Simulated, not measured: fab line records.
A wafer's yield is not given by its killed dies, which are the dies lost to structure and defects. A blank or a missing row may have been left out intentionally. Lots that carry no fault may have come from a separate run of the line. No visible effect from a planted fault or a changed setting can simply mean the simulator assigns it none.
The tool behind it: which one? | flow gf180mcu | 6 lots with 18 wafers sampled at 2 steps, on a route of 602 steps

## WHAT EACH GAUGE READ, for each wafer
GF_DUAL_GATE_THK_MEAS_03.
lot  | measured     | on            | DUAL_GATE_OXIDATION_00_THK (nm)
L172 | day 9 02:13  | film metro-02 | 10.73 10.66 10.60
L174 | day 9 11:50  | film metro-04 | 11.09 11.07 11.08
L176 | day 10 01:59 | film metro-03 | 10.84 10.96 10.79
L180 | day 11 03:05 | film metro-04 | 19.21 19.20 19.17
L182 | day 11 15:55 | film metro-03 | 11.02 10.83 10.93
L186 | day 12 19:26 | film metro-04 | 10.88 10.80 10.69

## TOOL THAT RAN EACH LOT (tool first, then ch and the chambers of the sampled wafers, then the start)
lot  | GF_DUAL_GATE_OXIDATION_02
L172 | furnace-01 ch 0, day 9 00:46
L174 | furnace-02 ch 0, day 9 10:23
L176 | furnace-02 ch 0, day 10 00:31
L180 | furnace-02 ch 0, day 11 01:38
L182 | furnace-01 ch 0, day 11 14:28
L186 | furnace-01 ch 0, day 12 17:58
- GF_DUAL_GATE_OXIDATION_02: stabilise 600 s, purge 300 s, target thk 10.887 nm.

## THE ANSWER, worked out from the rows above alone
Rule: usual is defined by the lots themselves. The widest of any qualifying gaps counts: lots, ordered by their means at a reading, are off when they make up no more than a third of the lots, leave a main group of 4 or more, and stand apart from it by 3 or more times the standard deviation of that group's means. Not used: any main group whose means are identical at the precision the tables above print for the reading. Also off: a lot with no number at a reading for which 4 or more lots have one. All remaining lots with rows at the step are treated as sound.
Off: at GF_DUAL_GATE_THK_MEAS_03 (DUAL_GATE_OXIDATION_00_THK), L180. For the main group the mean is 10.86 nm and the standard deviation 0.14.
A tool fits if, at a process step before that reading, it ran every lot that is off, and no sound lot after the first of them. Gauges at GF_DUAL_GATE_THK_MEAS_03: tried the same way as those tools. One fits: furnace-02 at GF_DUAL_GATE_OXIDATION_02. Its last sound lot is L176 (day 10 00:31), its first lot that is off L180 (day 11 01:38): a fault that began between those two fits.

## WHAT THE SIMULATOR HAD PUT IN
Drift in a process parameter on furnace-02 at GF_DUAL_GATE_OXIDATION_02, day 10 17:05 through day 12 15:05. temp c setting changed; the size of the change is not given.
Shown lots that were struck: L180. The same result came from the rule above.
